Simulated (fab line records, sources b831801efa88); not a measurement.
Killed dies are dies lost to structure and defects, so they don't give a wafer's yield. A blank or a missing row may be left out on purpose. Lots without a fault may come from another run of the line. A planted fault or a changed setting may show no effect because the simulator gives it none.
Chamber matching | flow sky130 | SKY_VIA4_ETCH_12 on rie_diel-01: 4 sister chambers
The step etches SiO2 in C4F8/O2/Ar, stops on TiN, target depth 580 nm. 4 wafers are shown with their chamber, then 6 later ones without.

WAFERS WITH THEIR CHAMBER
wafer  | chamber | oes_product_au (a.u.)
L454.4 | 2       | 0.928
L454.5 | 1       | 0.937
L458.2 | 3       | 0.928
L458.3 | 0       | 0.932

WAFERS WITHOUT THEIR CHAMBER
wafer  | oes_product_au (a.u.)
L458.4 | 0.921
L462.6 | 0.927
L463.2 | 0.930
L468.2 | 0.929
L468.4 | 0.932
L468.5 | 0.921

WHICH CHAMBER EACH WENT THROUGH
wafer  | from the rows above               | in truth
L458.4 | can't be placed: 2 or 3 or 0      | 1
L462.6 | can't be placed: 2 or 3 or 0      | 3
L463.2 | can't be placed: 0 or 2 or 3 or 1 | 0
L468.2 | can't be placed: 2 or 3 or 0 or 1 | 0
L468.4 | can't be placed: 0 or 2 or 3 or 1 | 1
L468.5 | can't be placed: 2 or 3 or 0      | 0
Placed correctly: 0 of 6. Can't be placed from these rows: 6 (the true chamber is among the candidates in 5). Placed wrongly: 0.
How it was worked out, from the rows above alone: a wafer's distance from a chamber is the root of the sum, over the readings, of the square of ((its reading less the chamber's mean) divided by the reading's scatter). The wafer belongs to the nearest chamber; if the next one is less than 2 further off, it can't be placed. A chamber's mean is the mean of its shown wafers. The scatter: with one shown wafer a chamber, the root of the mean of the squares of how far each hidden wafer lies from its nearest shown one.
